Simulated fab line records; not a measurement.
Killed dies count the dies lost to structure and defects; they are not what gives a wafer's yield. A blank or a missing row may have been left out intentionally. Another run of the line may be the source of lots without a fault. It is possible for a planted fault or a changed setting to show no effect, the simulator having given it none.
One fault seen from 2 desks ; flow gf180mcu ; numbers are kept per desk, each desk with only its own; the story behind them comes last

AT THE METROLOGY DESK
Lot by lot, what the gauges showed, no matter which tool ran the lot: averages of those sampled wafers that carry a number. Any lot whose mean is over 4 standard deviations away from the usual mean is out of limits and marked OUT; that distance is given in the brackets.
Columns: A = SAB_CVD_00_THK at GF_SAB_THK_MEAS_01, usual 50.2 nm
lot;first seen here;A
L823;day 15 22:18;50.1
L825;day 16 17:18;49.4
L826;day 17 02:17;49.6
L827;day 17 06:33;49.3
L829;day 18 01:11;50.1
L835;day 20 01:49;50.3
L836;day 20 10:58;49.3
L837;day 20 23:23;49.7
L839;day 21 10:58;50.3
L840;day 21 23:31;50.2
L843;day 22 15:49;50.9
L844;day 23 01:01;50.4
L845;day 23 09:05;50.4
L846;day 23 14:43;50.4
This desk found nothing out of limits on any of the 14 lots.

TOOL OWNER'S DESK, rtp anneal-01
Per lot that ran on this tool, the mean of the sampled wafers carrying a number, from the tool's own readings at GF_SALICIDE_RTA_06 (time 30 s). Any lot whose mean is over 4 standard deviations away from the usual mean is out of limits and marked OUT; that distance is given in the brackets.
Columns: A = chamber o2 ppm at GF_SALICIDE_RTA_06, usual 2.005; B = lamp power pct at GF_SALICIDE_RTA_06, usual 6.5 %; C = wafer_temp_C_max at GF_SALICIDE_RTA_06, usual 532.7
lot;first seen here;A;B;C
L823;day 16 22:39;1.978;6.0;532.6
L825;day 17 17:48;301.990 (+99 or more) OUT;6.0;533.4
L826;day 18 03:23;301.987 (+99 or more) OUT;6.0;532.9
L827;day 18 07:24;302.003 (+99 or more) OUT;6.0;533.1
L837;day 22 00:34;2.002;6.0;532.4
L839;day 22 12:11;2.020;6.0;533.2
L843;day 23 16:30;2.010;6.0;533.4
L844;day 24 01:23;2.002;6.0;533.0
L846;day 24 14:53;1.996;6.0;532.8
This desk's verdict: out of limits on L825, L826, L827, starting with L825 at day 17 17:48 (chamber o2 ppm at GF_SALICIDE_RTA_06). Within limits: L823, L837, L839, L843, L844, L846.

TAKEN TOGETHER
On L825, L826, L827, at day 17 17:48, an alarm was possible from the tool owner's desk.
The metrology desk saw nothing out of limits.
The metrology desk has L825, L826, L827 on record, within its limits.
All the named lots went through GF_SALICIDE_RTA_06 on rtp anneal-01.

WHAT THE SIMULATOR PUT IN
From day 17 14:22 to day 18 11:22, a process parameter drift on rtp anneal-01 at GF_SALICIDE_RTA_06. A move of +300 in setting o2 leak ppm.
Struck lots among those shown: L825, L826, L827.
Each desk's first reading out of limits, in hours after the fault started: the tool owner's desk, 3.
